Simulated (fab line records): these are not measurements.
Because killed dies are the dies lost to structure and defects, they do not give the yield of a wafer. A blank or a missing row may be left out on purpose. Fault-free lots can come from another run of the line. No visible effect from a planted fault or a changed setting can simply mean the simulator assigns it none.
fab line records :: flow sfq-line
record
  lots=6
  wafers=18
  last-day=97
route steps=325 shown M6@251
lots untouched by any fault: they come from a run of this same line in which no faults occurred
start-h: hours from the record's opening day to when the first of the lot's shown wafers began :: wait-h: hours since the lot's step before :: " same as the row above :: L1.1+2: several wafers, shown together as one row :: - no value present, or no start provided :: * or withheld: withheld :: < > ~ a bound
route shown NAME@n: a module of which the file shows steps, and the number in the route of the first :: usual: mean/standard deviation of fault-free wafers :: same: alike in all rows :: chamber/n: place in a boat :: sites: readings site by site :: _std_site: the values' standard deviation :: _edge_site: mean of outer sites minus mean of inner sites :: radius-mm: how far each site lies from the wafer's centre :: mask NAME#n: copy n :: behind: the last tool/chamber to shape the wafer :: hold: why the lot went on hold/how many hours it stayed there/how the hold came to an end :: device: transistor that didn't switch, given as n, p or np :: end of line: tests run on the same wafers once the route is complete :: where a step has no rows: the recipe by itself :: killed: the dies lost at the first sort to structure and to defects; this is not the yield of the wafer :: map: the dies of a wafer, with x for killed, . for not killed, _ for no die there
set.NAME: the setting the step ran with; set.NAME@STEP: the setting that earlier step ran with :: model.NAME: the simulator's own value behind a step, which no gauge read
lots seen at some steps along the route; tables by step, rows by wafer
services: from which hour (start-h, from the record's first day; less than 0 if before it) a tool's chamber was out of use, for how many hours, and why
## steps
# step SFQ_TRILAYER_M6_DEP_PRE_CLEAN_158
# recipe
  gas=Ar
  time-s=22.5
  bias-v=250
# step SFQ_TRILAYER_M6_DEP_SPUTTER_157
# recipe
  material=Nb
  base-pressure-pa=1.33e-06
  chamber-pressure-pa=0.1333
  substrate-temp-c=20
  target-thk-nm=200
  power-w=2000
  time-s=133.3
# usual
  throttle-valve-pct=29.9/1.2
lot.wafer: L269.1
tool: pvd-sputter-05
chamber: -
start-h: 1833.69
wait-h: 0.0
throttle-valve-pct: 30.9

lot.wafer: L269.4
tool: pvd-sputter-05
chamber: -
start-h: 1833.69
wait-h: 0.0
throttle-valve-pct: 30.3

lot.wafer: L269.5
tool: pvd-sputter-05
chamber: -
start-h: 1833.69
wait-h: 0.0
throttle-valve-pct: 31.4

lot.wafer: L272.2
tool: pvd-sputter-03
chamber: -
start-h: 1849.29
wait-h: 0.0
throttle-valve-pct: 29.9

lot.wafer: L272.4
tool: pvd-sputter-03
chamber: -
start-h: 1849.29
wait-h: 0.0
throttle-valve-pct: 31.0

lot.wafer: L272.5
tool: pvd-sputter-03
chamber: -
start-h: 1849.29
wait-h: 0.0
throttle-valve-pct: 31.2

lot.wafer: L274.1
tool: pvd-sputter-06
chamber: -
start-h: 1868.45
wait-h: 0.0
throttle-valve-pct: 28.4

lot.wafer: L274.2
tool: pvd-sputter-06
chamber: -
start-h: 1868.45
wait-h: 0.0
throttle-valve-pct: 28.7

lot.wafer: L274.6
tool: pvd-sputter-06
chamber: -
start-h: 1868.45
wait-h: 0.0
throttle-valve-pct: 28.2

lot.wafer: L283.1
tool: pvd-sputter-06
chamber: -
start-h: 1942.86
wait-h: 0.0
throttle-valve-pct: 28.0

lot.wafer: L283.2
tool: pvd-sputter-06
chamber: -
start-h: 1942.86
wait-h: 0.0
throttle-valve-pct: 31.3

lot.wafer: L283.6
tool: pvd-sputter-06
chamber: -
start-h: 1942.86
wait-h: 0.0
throttle-valve-pct: 28.4

lot.wafer: L286.1
tool: pvd-sputter-03
chamber: -
start-h: 2009.75
wait-h: 0.0
throttle-valve-pct: 28.3

lot.wafer: L286.2
tool: pvd-sputter-03
chamber: -
start-h: 2009.75
wait-h: 0.0
throttle-valve-pct: 31.0

lot.wafer: L286.6
tool: pvd-sputter-03
chamber: -
start-h: 2009.75
wait-h: 0.0
throttle-valve-pct: 28.5

lot.wafer: L287.1
tool: pvd-sputter-06
chamber: -
start-h: 2042.12
wait-h: 0.0
throttle-valve-pct: 28.7

lot.wafer: L287.5
tool: pvd-sputter-06
chamber: -
start-h: 2042.12
wait-h: 0.0
throttle-valve-pct: 31.2

lot.wafer: L287.6
tool: pvd-sputter-06
chamber: -
start-h: 2042.12
wait-h: 0.0
throttle-valve-pct: 28.6
# step SFQ_M6_RS_MEAS_938
# recipe
  thk-meas-gauge=four-point-probe
  reads=Nb_of_TRILAYER_M6_DEP_SPUTTER_157
# usual
  M6_NB_RS=0.887/0.0092
lot.wafer: L269.1
tool: film-metro-02
chamber: -
start-h: 1833.78
wait-h: 0.0
M6_NB_RS[ohm/sq]: 0.895

lot.wafer: L269.4
tool: film-metro-02
chamber: -
start-h: 1833.78
wait-h: 0.0
M6_NB_RS[ohm/sq]: 0.899

lot.wafer: L269.5
tool: film-metro-02
chamber: -
start-h: 1833.78
wait-h: 0.0
M6_NB_RS[ohm/sq]: 0.887

lot.wafer: L272.2
tool: film-metro-04
chamber: -
start-h: 1849.40
wait-h: 0.1
M6_NB_RS[ohm/sq]: 0.888

lot.wafer: L272.4
tool: film-metro-04
chamber: -
start-h: 1849.40
wait-h: 0.1
M6_NB_RS[ohm/sq]: 0.869

lot.wafer: L272.5
tool: film-metro-04
chamber: -
start-h: 1849.40
wait-h: 0.1
M6_NB_RS[ohm/sq]: 0.871

lot.wafer: L274.1
tool: film-metro-03
chamber: -
start-h: 1868.54
wait-h: 0.0
M6_NB_RS[ohm/sq]: 0.879

lot.wafer: L274.2
tool: film-metro-03
chamber: -
start-h: 1868.54
wait-h: 0.0
M6_NB_RS[ohm/sq]: 0.881

lot.wafer: L274.6
tool: film-metro-03
chamber: -
start-h: 1868.54
wait-h: 0.0
M6_NB_RS[ohm/sq]: 0.882

lot.wafer: L283.1
tool: film-metro-04
chamber: -
start-h: 1942.96
wait-h: 0.0
M6_NB_RS[ohm/sq]: 0.895

lot.wafer: L283.2
tool: film-metro-04
chamber: -
start-h: 1942.96
wait-h: 0.0
M6_NB_RS[ohm/sq]: 0.888

lot.wafer: L283.6
tool: film-metro-04
chamber: -
start-h: 1942.96
wait-h: 0.0
M6_NB_RS[ohm/sq]: 0.889

lot.wafer: L286.1
tool: film-metro-04
chamber: -
start-h: 2009.84
wait-h: 0.0
M6_NB_RS[ohm/sq]: 0.882

lot.wafer: L286.2
tool: film-metro-04
chamber: -
start-h: 2009.84
wait-h: 0.0
M6_NB_RS[ohm/sq]: 0.888

lot.wafer: L286.6
tool: film-metro-04
chamber: -
start-h: 2009.84
wait-h: 0.0
M6_NB_RS[ohm/sq]: 0.889

lot.wafer: L287.1
tool: film-metro-03
chamber: -
start-h: 2042.21
wait-h: 0.0
M6_NB_RS[ohm/sq]: 0.876

lot.wafer: L287.5
tool: film-metro-03
chamber: -
start-h: 2042.21
wait-h: 0.0
M6_NB_RS[ohm/sq]: 0.877

lot.wafer: L287.6
tool: film-metro-03
chamber: -
start-h: 2042.21
wait-h: 0.0
M6_NB_RS[ohm/sq]: 0.882
# step SFQ_TRILAYER_M6_LITHO_COAT_164
# recipe
  resist=BARC
  spin-rpm=3000
  resist-thk-nm=60.96
# step SFQ_TRILAYER_M6_LITHO_COAT_159
# recipe
  resist=KrF
  spin-rpm=3000
  resist-thk-nm=600
# step SFQ_TRILAYER_M6_LITHO_SOFTBAKE_163
# recipe
  temp-c=withheld
  time-s=withheld
  resist=KrF
# step SFQ_TRILAYER_M6_LITHO_EXPOSE_160
# recipe
  mask-id=M6
  na=0.6
  source-shape=conventional
  sigma-outer=0.65
  target-cd-nm=500
  dose-mj=14.4
# step SFQ_TRILAYER_M6_LITHO_PEB_162
# recipe
  peb-temp-c=115
  peb-time-s=60
  resist=KrF
# step SFQ_TRILAYER_M6_LITHO_DEVELOP_161
# recipe
  time-s=60
  resist=KrF
# step SFQ_M6_OVL_MEAS_940
# usual
  M6_OVL=2/5
lot.wafer: L269.1
tool: overlay-02
chamber: -
start-h: 1843.56
wait-h: 0.1
M6_OVL[nm]: 5

lot.wafer: L269.4
tool: overlay-02
chamber: -
start-h: 1843.56
wait-h: 0.1
M6_OVL[nm]: -4

lot.wafer: L269.5
tool: overlay-02
chamber: -
start-h: 1843.56
wait-h: 0.1
M6_OVL[nm]: 3

lot.wafer: L272.2
tool: overlay-02
chamber: -
start-h: 1853.16
wait-h: 0.1
M6_OVL[nm]: 9

lot.wafer: L272.4
tool: overlay-02
chamber: -
start-h: 1853.16
wait-h: 0.1
M6_OVL[nm]: 8

lot.wafer: L272.5
tool: overlay-02
chamber: -
start-h: 1853.16
wait-h: 0.1
M6_OVL[nm]: 2

lot.wafer: L274.1
tool: overlay-02
chamber: -
start-h: 1872.32
wait-h: 0.1
M6_OVL[nm]: 0

lot.wafer: L274.2
tool: overlay-02
chamber: -
start-h: 1872.32
wait-h: 0.1
M6_OVL[nm]: 11

lot.wafer: L274.6
tool: overlay-02
chamber: -
start-h: 1872.32
wait-h: 0.1
M6_OVL[nm]: 1

lot.wafer: L283.1
tool: overlay-01
chamber: -
start-h: 1963.48
wait-h: 0.1
M6_OVL[nm]: 5

lot.wafer: L283.2
tool: overlay-01
chamber: -
start-h: 1963.48
wait-h: 0.1
M6_OVL[nm]: 3

lot.wafer: L283.6
tool: overlay-01
chamber: -
start-h: 1963.48
wait-h: 0.1
M6_OVL[nm]: 2

lot.wafer: L286.1
tool: overlay-01
chamber: -
start-h: 2012.42
wait-h: 0.2
M6_OVL[nm]: 9

lot.wafer: L286.2
tool: overlay-01
chamber: -
start-h: 2012.42
wait-h: 0.2
M6_OVL[nm]: 14

lot.wafer: L286.6
tool: overlay-01
chamber: -
start-h: 2012.42
wait-h: 0.2
M6_OVL[nm]: 10

lot.wafer: L287.1
tool: overlay-02
chamber: -
start-h: 2046.29
wait-h: 0.1
M6_OVL[nm]: -8

lot.wafer: L287.5
tool: overlay-02
chamber: -
start-h: 2046.29
wait-h: 0.1
M6_OVL[nm]: -2

lot.wafer: L287.6
tool: overlay-02
chamber: -
start-h: 2046.29
wait-h: 0.1
M6_OVL[nm]: -4
# step SFQ_TRILAYER_M6_BARC_OPEN_METAL_ETCH_206
# recipe
  mask-material=PR
  chemistry=O2
  target-depth-nm=125
  target=BARC
  icp-w=600
  bias-w=80
  pressure-mtorr=10
  time-s=41.7
# usual
  drypump-motor-current-A=5.7/0.46
  oes-product-au=0.680/0.005
lot.wafer: L269.1
tool: rie-metal-02
chamber: 1
start-h: 1843.59
wait-h: 0.0
drypump-motor-current-A: 6.3
oes-product-au: 0.682
rf-hours-counter-h: 85

lot.wafer: L269.4
tool: rie-metal-02
chamber: 0
start-h: 1843.59
wait-h: 0.0
drypump-motor-current-A: 6.0
oes-product-au: 0.687
rf-hours-counter-h: -

lot.wafer: L269.5
tool: rie-metal-02
chamber: 1
start-h: 1843.59
wait-h: 0.0
drypump-motor-current-A: 6.3
oes-product-au: 0.689
rf-hours-counter-h: -

lot.wafer: L272.2
tool: rie-metal-01
chamber: 1
start-h: 1853.19
wait-h: 0.0
drypump-motor-current-A: 5.4
oes-product-au: 0.670
rf-hours-counter-h: 84

lot.wafer: L272.4
tool: rie-metal-01
chamber: 0
start-h: 1853.19
wait-h: 0.0
drypump-motor-current-A: 5.9
oes-product-au: 0.683
rf-hours-counter-h: -

lot.wafer: L272.5
tool: rie-metal-01
chamber: 1
start-h: 1853.19
wait-h: 0.0
drypump-motor-current-A: 5.3
oes-product-au: 0.677
rf-hours-counter-h: -

lot.wafer: L274.1
tool: rie-metal-01
chamber: 1
start-h: 1872.36
wait-h: 0.0
drypump-motor-current-A: 5.3
oes-product-au: 0.685
rf-hours-counter-h: 87

lot.wafer: L274.2
tool: rie-metal-01
chamber: 0
start-h: 1872.36
wait-h: 0.0
drypump-motor-current-A: 5.9
oes-product-au: 0.683
rf-hours-counter-h: 111

lot.wafer: L274.6
tool: rie-metal-01
chamber: 1
start-h: 1872.36
wait-h: 0.0
drypump-motor-current-A: 5.4
oes-product-au: 0.681
rf-hours-counter-h: -

lot.wafer: L283.1
tool: rie-metal-02
chamber: 1
start-h: 1963.51
wait-h: 0.0
drypump-motor-current-A: 6.3
oes-product-au: 0.685
rf-hours-counter-h: 107

lot.wafer: L283.2
tool: rie-metal-02
chamber: 1
start-h: 1963.51
wait-h: 0.0
drypump-motor-current-A: 6.3
oes-product-au: 0.681
rf-hours-counter-h: -

lot.wafer: L283.6
tool: rie-metal-02
chamber: 1
start-h: 1963.51
wait-h: 0.0
drypump-motor-current-A: 6.3
oes-product-au: 0.675
rf-hours-counter-h: -

lot.wafer: L286.1
tool: rie-metal-01
chamber: 0
start-h: 2012.46
wait-h: 0.0
drypump-motor-current-A: 5.9
oes-product-au: 0.679
rf-hours-counter-h: 0

lot.wafer: L286.2
tool: rie-metal-01
chamber: 1
start-h: 2012.46
wait-h: 0.0
drypump-motor-current-A: 5.4
oes-product-au: 0.674
rf-hours-counter-h: 109

lot.wafer: L286.6
tool: rie-metal-01
chamber: 0
start-h: 2012.46
wait-h: 0.0
drypump-motor-current-A: 5.9
oes-product-au: 0.679
rf-hours-counter-h: -

lot.wafer: L287.1
tool: rie-metal-01
chamber: 0
start-h: 2046.32
wait-h: 0.0
drypump-motor-current-A: 5.9
oes-product-au: 0.671
rf-hours-counter-h: 5

lot.wafer: L287.5
tool: rie-metal-01
chamber: 0
start-h: 2046.32
wait-h: 0.0
drypump-motor-current-A: 5.9
oes-product-au: 0.686
rf-hours-counter-h: -

lot.wafer: L287.6
tool: rie-metal-01
chamber: 1
start-h: 2046.32
wait-h: 0.0
drypump-motor-current-A: 5.4
oes-product-au: 0.674
rf-hours-counter-h: -
# step SFQ_TRILAYER_M6_ETCH_METAL_ETCH_162
# recipe
  target=Nb
  stop-on=SiO2
  mask-material=PR
  chemistry=Cl2/Ar
  target-depth-nm=240
  icp-w=600
  bias-w=80
  pressure-mtorr=10
  time-s=120
# usual
  drypump-motor-current-A=5.7/0.45
  oes-product-au=0.895/0.0065
lot.wafer: L269.1
tool: rie-metal-02
chamber: 1
start-h: 1843.65
wait-h: 0.0
drypump-motor-current-A: 6.3
oes-product-au: 0.886
rf-hours-counter-h: 85
model.KrF_of_TRILAYER_M6_LITHO_COAT_159.thk-nm: 376.9
model.SiO2_of_TRILAYER_A5C_DEP_PECVD_142.thk-nm: 62.09
model.M6.feature-depth-nm: 199.1

lot.wafer: L269.4
tool: rie-metal-02
chamber: 0
start-h: 1843.65
wait-h: 0.0
drypump-motor-current-A: 6.0
oes-product-au: 0.884
rf-hours-counter-h: -
model.KrF_of_TRILAYER_M6_LITHO_COAT_159.thk-nm: 378.5
model.SiO2_of_TRILAYER_A5C_DEP_PECVD_142.thk-nm: 63.4
model.M6.feature-depth-nm: 198

lot.wafer: L269.5
tool: rie-metal-02
chamber: 1
start-h: 1843.65
wait-h: 0.0
drypump-motor-current-A: 6.3
oes-product-au: 0.894
rf-hours-counter-h: -
model.KrF_of_TRILAYER_M6_LITHO_COAT_159.thk-nm: 376.6
model.SiO2_of_TRILAYER_A5C_DEP_PECVD_142.thk-nm: 63.65
model.M6.feature-depth-nm: 200.3

lot.wafer: L272.2
tool: rie-metal-01
chamber: 1
start-h: 1853.25
wait-h: 0.0
drypump-motor-current-A: 5.4
oes-product-au: 0.894
rf-hours-counter-h: 84
model.KrF_of_TRILAYER_M6_LITHO_COAT_159.thk-nm: 386.2
model.SiO2_of_TRILAYER_A5C_DEP_PECVD_142.thk-nm: 61.13
model.M6.feature-depth-nm: 200.5

lot.wafer: L272.4
tool: rie-metal-01
chamber: 0
start-h: 1853.25
wait-h: 0.0
drypump-motor-current-A: 5.9
oes-product-au: 0.903
rf-hours-counter-h: -
model.KrF_of_TRILAYER_M6_LITHO_COAT_159.thk-nm: 338
model.SiO2_of_TRILAYER_A5C_DEP_PECVD_142.thk-nm: 55
model.M6.feature-depth-nm: 211.9

lot.wafer: L272.5
tool: rie-metal-01
chamber: 1
start-h: 1853.25
wait-h: 0.0
drypump-motor-current-A: 5.4
oes-product-au: 0.907
rf-hours-counter-h: -
model.KrF_of_TRILAYER_M6_LITHO_COAT_159.thk-nm: 384.5
model.SiO2_of_TRILAYER_A5C_DEP_PECVD_142.thk-nm: 61.88
model.M6.feature-depth-nm: 204.3

lot.wafer: L274.1
tool: rie-metal-01
chamber: 1
start-h: 1872.42
wait-h: 0.0
drypump-motor-current-A: 5.3
oes-product-au: 0.899
rf-hours-counter-h: 87
model.KrF_of_TRILAYER_M6_LITHO_COAT_159.thk-nm: 384.5
model.SiO2_of_TRILAYER_A5C_DEP_PECVD_142.thk-nm: 61.71
model.M6.feature-depth-nm: 202.7

lot.wafer: L274.2
tool: rie-metal-01
chamber: 0
start-h: 1872.42
wait-h: 0.0
drypump-motor-current-A: 5.9
oes-product-au: 0.903
rf-hours-counter-h: 111
model.KrF_of_TRILAYER_M6_LITHO_COAT_159.thk-nm: 339.4
model.SiO2_of_TRILAYER_A5C_DEP_PECVD_142.thk-nm: 53.83
model.M6.feature-depth-nm: 209.8

lot.wafer: L274.6
tool: rie-metal-01
chamber: 1
start-h: 1872.42
wait-h: 0.0
drypump-motor-current-A: 5.4
oes-product-au: 0.895
rf-hours-counter-h: -
model.KrF_of_TRILAYER_M6_LITHO_COAT_159.thk-nm: 384.8
model.SiO2_of_TRILAYER_A5C_DEP_PECVD_142.thk-nm: 63.26
model.M6.feature-depth-nm: 201.7

lot.wafer: L283.1
tool: rie-metal-02
chamber: 1
start-h: 1963.63
wait-h: 0.1
drypump-motor-current-A: 6.3
oes-product-au: 0.892
rf-hours-counter-h: 107
model.KrF_of_TRILAYER_M6_LITHO_COAT_159.thk-nm: 379.3
model.SiO2_of_TRILAYER_A5C_DEP_PECVD_142.thk-nm: 62.11
model.M6.feature-depth-nm: 198.7

lot.wafer: L283.2
tool: rie-metal-02
chamber: 1
start-h: 1963.63
wait-h: 0.1
drypump-motor-current-A: 6.3
oes-product-au: 0.895
rf-hours-counter-h: -
model.KrF_of_TRILAYER_M6_LITHO_COAT_159.thk-nm: 378.7
model.SiO2_of_TRILAYER_A5C_DEP_PECVD_142.thk-nm: 62.78
model.M6.feature-depth-nm: 200.4

lot.wafer: L283.6
tool: rie-metal-02
chamber: 1
start-h: 1963.63
wait-h: 0.1
drypump-motor-current-A: 6.3
oes-product-au: 0.892
rf-hours-counter-h: -
model.KrF_of_TRILAYER_M6_LITHO_COAT_159.thk-nm: 377.3
model.SiO2_of_TRILAYER_A5C_DEP_PECVD_142.thk-nm: 62.3
model.M6.feature-depth-nm: 199.7

lot.wafer: L286.1
tool: rie-metal-01
chamber: 0
start-h: 2012.52
wait-h: 0.0
drypump-motor-current-A: 5.9
oes-product-au: 0.896
rf-hours-counter-h: 0
model.KrF_of_TRILAYER_M6_LITHO_COAT_159.thk-nm: 381.8
model.SiO2_of_TRILAYER_A5C_DEP_PECVD_142.thk-nm: 62.87
model.M6.feature-depth-nm: 201.6

lot.wafer: L286.2
tool: rie-metal-01
chamber: 1
start-h: 2012.52
wait-h: 0.0
drypump-motor-current-A: 5.4
oes-product-au: 0.892
rf-hours-counter-h: 109
model.KrF_of_TRILAYER_M6_LITHO_COAT_159.thk-nm: 384.1
model.SiO2_of_TRILAYER_A5C_DEP_PECVD_142.thk-nm: 62.81
model.M6.feature-depth-nm: 200.4

lot.wafer: L286.6
tool: rie-metal-01
chamber: 0
start-h: 2012.52
wait-h: 0.0
drypump-motor-current-A: 5.9
oes-product-au: 0.894
rf-hours-counter-h: -
model.KrF_of_TRILAYER_M6_LITHO_COAT_159.thk-nm: 381
model.SiO2_of_TRILAYER_A5C_DEP_PECVD_142.thk-nm: 63.59
model.M6.feature-depth-nm: 200.2

lot.wafer: L287.1
tool: rie-metal-01
chamber: 0
start-h: 2046.40
wait-h: 0.1
drypump-motor-current-A: 5.9
oes-product-au: 0.910
rf-hours-counter-h: 5
model.KrF_of_TRILAYER_M6_LITHO_COAT_159.thk-nm: 381.1
model.SiO2_of_TRILAYER_A5C_DEP_PECVD_142.thk-nm: 62.76
model.M6.feature-depth-nm: 203

lot.wafer: L287.5
tool: rie-metal-01
chamber: 0
start-h: 2046.40
wait-h: 0.1
drypump-motor-current-A: 5.9
oes-product-au: 0.900
rf-hours-counter-h: -
model.KrF_of_TRILAYER_M6_LITHO_COAT_159.thk-nm: 379.6
model.SiO2_of_TRILAYER_A5C_DEP_PECVD_142.thk-nm: 63.68
model.M6.feature-depth-nm: 202.9

lot.wafer: L287.6
tool: rie-metal-01
chamber: 1
start-h: 2046.40
wait-h: 0.1
drypump-motor-current-A: 5.3
oes-product-au: 0.898
rf-hours-counter-h: -
model.KrF_of_TRILAYER_M6_LITHO_COAT_159.thk-nm: 383.4
model.SiO2_of_TRILAYER_A5C_DEP_PECVD_142.thk-nm: 63.42
model.M6.feature-depth-nm: 202
# step SFQ_TRILAYER_M6_STRIP_STRIP_163
# recipe
  gas=O2
  power-w=200
  platen-temp-c=40
  overash-fraction=0.65
  chemistry=O2
  pressure-mtorr=50
# usual
  drypump-motor-current-A=5.7/0.46
  oes-product-au=0.999/0.0076
lot.wafer: L269.1
tool: rie-metal-02
chamber: 1
start-h: 1843.78
wait-h: 0.1
drypump-motor-current-A: 6.3
oes-product-au: 1.004
rf-hours-counter-h: 86

lot.wafer: L269.4
tool: rie-metal-02
chamber: 0
start-h: 1843.78
wait-h: 0.1
drypump-motor-current-A: 6.0
oes-product-au: 1.015
rf-hours-counter-h: -

lot.wafer: L269.5
tool: rie-metal-02
chamber: 1
start-h: 1843.78
wait-h: 0.1
drypump-motor-current-A: 6.3
oes-product-au: 1.008
rf-hours-counter-h: -

lot.wafer: L272.2
tool: rie-metal-01
chamber: 1
start-h: 1853.38
wait-h: 0.1
drypump-motor-current-A: 5.4
oes-product-au: 0.999
rf-hours-counter-h: 84

lot.wafer: L272.4
tool: rie-metal-01
chamber: 0
start-h: 1853.38
wait-h: 0.1
drypump-motor-current-A: 5.9
oes-product-au: 1.001
rf-hours-counter-h: -

lot.wafer: L272.5
tool: rie-metal-01
chamber: 1
start-h: 1853.38
wait-h: 0.1
drypump-motor-current-A: 5.4
oes-product-au: 0.996
rf-hours-counter-h: -

lot.wafer: L274.1
tool: rie-metal-01
chamber: 1
start-h: 1872.54
wait-h: 0.1
drypump-motor-current-A: 5.4
oes-product-au: 1.004
rf-hours-counter-h: 87

lot.wafer: L274.2
tool: rie-metal-01
chamber: 0
start-h: 1872.54
wait-h: 0.1
drypump-motor-current-A: 5.9
oes-product-au: 1.000
rf-hours-counter-h: 111

lot.wafer: L274.6
tool: rie-metal-01
chamber: 1
start-h: 1872.54
wait-h: 0.1
drypump-motor-current-A: 5.4
oes-product-au: 0.998
rf-hours-counter-h: -

lot.wafer: L283.1
tool: rie-metal-02
chamber: 1
start-h: 1963.88
wait-h: 0.2
drypump-motor-current-A: 6.3
oes-product-au: 1.008
rf-hours-counter-h: 107

lot.wafer: L283.2
tool: rie-metal-02
chamber: 1
start-h: 1963.88
wait-h: 0.2
drypump-motor-current-A: 6.3
oes-product-au: 0.991
rf-hours-counter-h: -

lot.wafer: L283.6
tool: rie-metal-02
chamber: 1
start-h: 1963.88
wait-h: 0.2
drypump-motor-current-A: 6.3
oes-product-au: 1.000
rf-hours-counter-h: -

lot.wafer: L286.1
tool: rie-metal-01
chamber: 0
start-h: 2012.65
wait-h: 0.1
drypump-motor-current-A: 5.9
oes-product-au: 0.997
rf-hours-counter-h: 0

lot.wafer: L286.2
tool: rie-metal-01
chamber: 1
start-h: 2012.65
wait-h: 0.1
drypump-motor-current-A: 5.3
oes-product-au: 0.995
rf-hours-counter-h: 109

lot.wafer: L286.6
tool: rie-metal-01
chamber: 0
start-h: 2012.65
wait-h: 0.1
drypump-motor-current-A: 5.9
oes-product-au: 1.006
rf-hours-counter-h: -

lot.wafer: L287.1
tool: rie-metal-01
chamber: 0
start-h: 2046.57
wait-h: 0.1
drypump-motor-current-A: 5.9
oes-product-au: 1.018
rf-hours-counter-h: 5

lot.wafer: L287.5
tool: rie-metal-01
chamber: 0
start-h: 2046.57
wait-h: 0.1
drypump-motor-current-A: 5.9
oes-product-au: 1.012
rf-hours-counter-h: -

lot.wafer: L287.6
tool: rie-metal-01
chamber: 1
start-h: 2046.57
wait-h: 0.1
drypump-motor-current-A: 5.3
oes-product-au: 0.988
rf-hours-counter-h: -
## services
tool: rie-metal-02
chamber: 0
start-h: 1852.21
hours: 7.7
kind: repair

tool: pvd-sputter-06
chamber: 0
start-h: 1875.80
hours: -
kind: consumable-replace:kit

tool: pvd-sputter-06
chamber: 0
start-h: 1875.80
hours: 18.0
kind: scheduled-down

tool: pvd-sputter-06
chamber: 0
start-h: 1875.80
hours: 18.0
kind: vent-cycle

tool: pvd-sputter-06
chamber: -
start-h: 1899.58
hours: 1.2
kind: repair

tool: pvd-sputter-05
chamber: -
start-h: 1911.50
hours: 4.3
kind: repair

tool: rie-metal-02
chamber: -
start-h: 1941.40
hours: 14.6
kind: pm

tool: rie-metal-02
chamber: 0
start-h: 1956.00
hours: -
kind: clean

tool: rie-metal-02
chamber: 0
start-h: 1956.00
hours: 21.7
kind: scheduled-down

tool: rie-metal-02
chamber: 0
start-h: 1956.00
hours: 21.7
kind: vent-cycle

tool: rie-metal-02
chamber: -
start-h: 1956.69
hours: 0.2
kind: repair

tool: rie-metal-01
chamber: 0
start-h: 1992.82
hours: -
kind: clean

tool: rie-metal-01
chamber: 0
start-h: 1992.82
hours: 18.3
kind: scheduled-down

tool: rie-metal-01
chamber: 0
start-h: 1992.82
hours: 18.3
kind: vent-cycle

tool: pvd-sputter-05
chamber: -
start-h: 1993.85
hours: 2.5
kind: repair

tool: pvd-sputter-06
chamber: -
start-h: 1996.42
hours: 7.7
kind: repair

tool: rie-metal-01
chamber: -
start-h: 2006.24
hours: 2.8
kind: pm

tool: pvd-sputter-05
chamber: -
start-h: 2015.23
hours: 3.3
kind: repair

tool: rie-metal-01
chamber: -
start-h: 2032.17
hours: 2.1
kind: repair

tool: pvd-sputter-05
chamber: 2
start-h: 2043.19
hours: -
kind: consumable-replace:kit

tool: pvd-sputter-05
chamber: 2
start-h: 2043.19
hours: 18.0
kind: scheduled-down

tool: pvd-sputter-05
chamber: 2
start-h: 2043.19
hours: 18.0
kind: vent-cycle
## key
first-sign none at tools or gauges
model-effect
  step=SFQ_TRILAYER_M6_ETCH_METAL_ETCH_162
  value=KrF_of_TRILAYER_M6_LITHO_COAT_159.thk-nm
  without=382.8
  struck=338.7
met-at SFQ_TRILAYER_M6_ETCH_METAL_ETCH_162
struck-wafers L272.4,L274.2
fault
  kind=process-parameter-drift
  tool=rie-metal-01
  chamber=0
  onset-h=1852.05
  steps=SFQ_TRILAYER_M6_ETCH_METAL_ETCH_162
  channel=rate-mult
  offset=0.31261
  shape=step
  end-h=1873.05
